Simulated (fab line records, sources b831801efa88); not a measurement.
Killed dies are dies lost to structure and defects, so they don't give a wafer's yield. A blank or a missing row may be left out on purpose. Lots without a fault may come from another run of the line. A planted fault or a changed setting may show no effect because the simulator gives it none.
One fault seen from 2 desks | flow gf180mcu | each desk has only its own numbers; what lay behind them comes last

THE TOOL OWNER'S DESK: litho_track-01
The tool's own readings at GF_STI_PEB_10 (peb time 90 s): means of the sampled wafers that have a number, for each lot that ran on this tool. A lot is out of limits, marked OUT, if its mean lies more than 4 standard deviations from the usual mean; the brackets give that distance.
Columns: A = chill_plate_temp_C at GF_STI_PEB_10, usual 23.02 C
lot  | first seen here | A
L288 | day 2 11:31     | 22.96
L295 | day 4 01:02     | 23.11
L299 | day 4 20:41     | 22.89
L301 | day 5 13:46     | 22.92
L303 | day 5 19:58     | 23.00
This desk's finding: nothing out of limits on any of the 5 lots.

THE METROLOGY DESK
What the gauges read, lot by lot, whatever tool the lot ran on: means of the sampled wafers that have a number. A lot is out of limits, marked OUT, if its mean lies more than 4 standard deviations from the usual mean; the brackets give that distance.
Columns: A = cd_nm at GF_STI_CD_MEAS_12, usual 220.2 nm; B = DUAL_GATE_OXIDATION_00_THK at GF_DUAL_GATE_THK_MEAS_03, usual 10.91 nm
lot  | first seen here | A                | B
L286 | day 2 02:08     | 221.0            | 10.87
L288 | day 2 11:52     | 221.5            | 10.93
L290 | day 2 21:47     | 221.6            | 10.95
L294 | day 3 18:47     | 219.4            | 11.41
L295 | day 4 01:23     | 220.8            | 11.02
L297 | day 4 12:04     | 220.7            | 11.14
L298 | day 4 15:39     | 218.9            | 10.57
L299 | day 4 21:02     | 220.3            | 10.76
L302 | day 5 14:02     | 219.9            | 10.84
L301 | day 5 14:07     | 212.2 (-6.7) OUT | 10.62
L303 | day 5 20:19     | 212.4 (-6.5) OUT | 11.15
L307 | day 6 15:12     | 220.7            | 10.86
L309 | day 7 00:29     | 218.9            | 11.05
This desk's finding: out of limits on L301, L303; first on L301, day 5 14:07 (cd_nm at GF_STI_CD_MEAS_12). In limits: L286, L288, L290, L294, L295, L297, L298, L299, L302, L307, L309.

PUT TOGETHER
The metrology desk could have raised an alarm at day 5 14:07, on L301, L303.
The tool owner's desk saw nothing out of limits.
The tool owner's desk has L301, L303 on record, within its limits.
Of the lots named, all ran GF_STI_PEB_10 on litho_track-01.

WHAT THE SIMULATOR HAD PUT IN
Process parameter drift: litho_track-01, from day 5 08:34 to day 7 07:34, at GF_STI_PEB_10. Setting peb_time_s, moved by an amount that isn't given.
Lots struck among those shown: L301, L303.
Hours from the fault's start to each desk's first reading out of limits: the metrology desk, 6.
